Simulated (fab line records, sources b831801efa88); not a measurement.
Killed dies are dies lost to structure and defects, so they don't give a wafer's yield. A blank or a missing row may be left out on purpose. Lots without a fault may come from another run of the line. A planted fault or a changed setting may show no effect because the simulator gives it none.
Which tool did it? | flow sky130 | 9 lots, 27 wafers sampled, at 5 steps of a route of 708

WHAT THE GAUGES READ, wafer by wafer
SKY_CAP2M_RS_MEAS_03: measures by four-point-probe.
lot  | measured     | on            | CAP2M_TIN_RS (ohm/sq)
L309 | day 40 10:08 | film_metro-04 | 6.92 6.89 6.85
L310 | day 40 17:44 | film_metro-01 | 6.88 6.87 6.91
L314 | day 41 21:01 | film_metro-01 | 6.90 6.93 6.98
L319 | day 43 08:49 | film_metro-03 | 6.96 6.94 6.88
L325 | day 44 23:23 | film_metro-01 | 6.47 6.79 6.39 6.46 6.76 6.40
L326 | day 45 00:20 | film_metro-04 | 6.56 6.93 6.57 6.55 6.94 6.56
L327 | day 45 11:46 | film_metro-04 | 6.87 6.87 6.87
L328 | day 45 16:03 | film_metro-01 | 6.84 6.85 6.82
L330 | day 46 00:04 | film_metro-04 | 6.92 6.94 6.98

WHICH TOOL RAN EACH LOT (tool, then ch and the chambers of the sampled wafers, then the start)
lot  | SKY_VIA3_ETCH_14                   | SKY_METAL4_SPUTTER_03        | SKY_CAP2M_CVD_00                | SKY_CAP2M_SPUTTER_02
L309 | rie_diel-02 ch 0,2,3, day 40 08:26 | pvd_sputter-04, day 40 09:52 | pecvd-01 ch 1,2, day 40 09:56   | pvd_sputter-02, day 40 10:01
L310 | rie_diel-02 ch 1,2, day 40 16:01   | pvd_sputter-02, day 40 17:28 | pecvd-04 ch 0,2, day 40 17:32   | pvd_sputter-03, day 40 17:37
L314 | rie_diel-03 ch 0,1,2, day 41 19:17 | pvd_sputter-01, day 41 20:44 | pecvd-01 ch 0,1,2, day 41 20:48 | pvd_sputter-02, day 41 20:53
L319 | rie_diel-01 ch 1,2,3, day 43 07:05 | pvd_sputter-01, day 43 08:32 | pecvd-01 ch 0,2, day 43 08:35   | pvd_sputter-02, day 43 08:41
L325 | rie_diel-01 ch 1,2, day 44 21:38   | pvd_sputter-04, day 44 23:06 | pecvd-01 ch 0,1, day 44 23:10   | pvd_sputter-02, day 44 23:15
L326 | rie_diel-03 ch 0,1, day 44 22:35   | pvd_sputter-01, day 45 00:04 | pecvd-04 ch 0,1, day 45 00:08   | pvd_sputter-02, day 45 00:13
L327 | rie_diel-01 ch 0,2, day 45 09:56   | pvd_sputter-02, day 45 11:30 | pecvd-04 ch 0,1, day 45 11:34   | pvd_sputter-01, day 45 11:39
L328 | rie_diel-02 ch 0,2, day 45 14:20   | pvd_sputter-04, day 45 15:46 | pecvd-04 ch 1,2, day 45 15:50   | pvd_sputter-03, day 45 15:55
L330 | rie_diel-03 ch 0,2,3, day 45 22:20 | pvd_sputter-04, day 45 23:47 | pecvd-01 ch 0,1, day 45 23:51   | pvd_sputter-03, day 45 23:56
- SKY_VIA3_ETCH_14: etches BARC in N2/H2, stops on SiO2, time 45.9 s, target depth 60 nm.
- SKY_METAL4_SPUTTER_03: material Ti, target thk 5 nm, time 3.3 s.
- SKY_CAP2M_CVD_00: deposits SiO2, target thk 15.5 nm.
- SKY_CAP2M_SPUTTER_02: material TiN, target thk 200 nm, time 166.7 s.

THE ANSWER, worked out from the rows above alone
Rule: what is usual is taken from the lots themselves. Put in order of their means at a reading, lots are off if they are a third of the lots or fewer, leave a main group of 4 or more, and stand apart from it by a gap of 3 or more times the standard deviation of the main group's means; of several such gaps the widest counts. A main group whose means are all the same, to the digits that the tables above print for the reading, isn't used. A lot without any number at a reading at which 4 lots or more have one is off too. The other lots that the step has rows for count as sound.
Off: L325, L326, at SKY_CAP2M_RS_MEAS_03 (CAP2M_TIN_RS). The main group: mean 6.90 ohm/sq, standard deviation 0.037.
A tool fits if, at a process step before that reading, it ran every lot that is off, and no sound lot after the first of them. The gauges at SKY_CAP2M_RS_MEAS_03 are tried like those tools. One fits: pvd_sputter-02 at SKY_CAP2M_SPUTTER_02. Its last sound lot is L319 (day 43 08:41), its first lot that is off L325 (day 44 23:15): a fault that began between those two fits.

WHAT THE SIMULATOR HAD PUT IN
Process parameter drift: pvd_sputter-02, from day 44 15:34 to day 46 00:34, at SKY_CAP2M_SPUTTER_02. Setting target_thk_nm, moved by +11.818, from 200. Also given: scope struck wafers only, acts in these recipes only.
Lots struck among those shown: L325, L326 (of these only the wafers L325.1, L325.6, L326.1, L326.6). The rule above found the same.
